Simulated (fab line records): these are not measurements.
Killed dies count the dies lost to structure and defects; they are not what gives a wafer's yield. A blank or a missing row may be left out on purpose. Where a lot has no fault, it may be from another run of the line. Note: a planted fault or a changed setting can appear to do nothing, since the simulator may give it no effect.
Comparing a struck lot with a sound one :: flow gf180mcu :: 16 steps out of a route of 602
Sound: these wafers, L633.1, L633.4, L633.5. Struck: wafers L630.4, L630.6 (left out: L630.5, a lot-mate that was not struck); the cause follows at the end.
For every step that has rows: the tool of each side, followed by ch and its chambers, followed by its first start. Under that, the readings that differ: sound wafers :: struck wafers :: difference of the means :: sigmas: that difference in standard deviations of wafers without a fault.
alike: a reading whose means differ by less than 2 such deviations, as well as words and numbers matching on both sides. not compared: withheld readings; readings where some wafer has no value; bounds like >300 that might hide an equal value; numbers whose values overlap and for which the record gives no deviation.
A row with sigmas, a row that says differs or no value, or rows on one side alone: a step with any of these is where the two part. Numbers that don't overlap but have no deviation are shown without sigmas and don't part them. Lack of a reading on every wafer of one side parts them only where that side has two or more wafers.

first, 1 step without rows for these wafers: GF_STI_OXIDATION_01 (stabilise 600 s, purge 300 s, target thk 10 nm).
GF_STI_THK_MEAS_02:
  sound on film metro-02 at day 4 05:31; struck on film metro-02 at day 3 14:12
  alike: STI_OXIDATION_THK
then, 1 step without rows for these wafers: GF_STI_CVD_03 (deposits Si3N4 from DCS/NH3, target thk 207.16 nm, time 3551 s).
GF_STI_THK_MEAS_04:
  sound on film metro-02 at day 4 07:34; struck on film metro-03 at day 3 16:15
  alike: STI_CVD_03_THK
then, 7 steps without rows for these wafers: GF_STI_DEHYDRATE_05 (time 60 s); GF_STI_HMDS_06 (prime time 60 s); GF_STI_COAT_07 (resist thk 700 nm); GF_STI_SOFTBAKE_08 (time 60 s); GF_STI_EXPOSE_09 (exposes mask COMP, target cd 220 nm); GF_STI_PEB_10 (peb time 90 s); GF_STI_DEVELOP_11 (develop time 60 s).
GF_STI_CD_MEAS_12: target cd 220 nm.
  sound on cd sem-01 at day 4 21:14; struck on cd sem-02 at day 4 05:43
  alike: cd nm
GF_STI_ETCH_13: etches the open film in CHF3/O2, stops on Si, target depth 282.31 nm, time 112.9 s.
  sound on rie diel-02 ch 1,3, day 4 21:22; struck on rie diel-03 ch 0,1, day 4 05:46
reading: drypump motor current A (A)
sound: 4.7 5.0 5.0
struck: 5.9 6.6
difference: +1.3
sigmas: +3

reading: oes product au (a.u.)
sound: 0.825 0.838 0.833
struck: 0.813 0.796
difference: -0.027
sigmas: -5
  alike: rf fwd power W, throttle valve pct
  not compared: rf hours counter h, model.KrF_of_STI_COAT_07.thk nm
GF_STI_ETCH_14: etches Si in HBr/Cl2/O2, target depth 360 nm, time 102.9 s.
  sound on rie si-02 ch 0,1, day 4 21:26; struck on rie si-01 ch 1,2, day 4 05:51
  alike: drypump motor current A, oes product au, rf fwd power W, throttle valve pct
  not compared: rf hours counter h, model.KrF_of_STI_COAT_07.thk nm
GF_STI_STRIP_15: strips in O2/N2.
  sound on plasma asher-04 ch 0,1, day 4 21:31; struck on plasma asher-02 ch 0,1, day 4 05:57
  alike: drypump motor current A, heater power w, oes product au, strip time to endpoint s
  not compared: rf hours counter h
next, for these wafers, 1 step has no rows: GF_PASSIVATION_PROBE_99.

== WHERE THEY PART ==
At GF_STI_ETCH_13 and nowhere else, as far as this record goes. Later steps at which nothing parts them and some readings are alike: GF_STI_ETCH_14, GF_STI_STRIP_15.

WHY: what the simulator had put in
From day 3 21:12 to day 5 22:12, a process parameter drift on rie diel-03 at GF_STI_ETCH_13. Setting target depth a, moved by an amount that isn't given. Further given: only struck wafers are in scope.
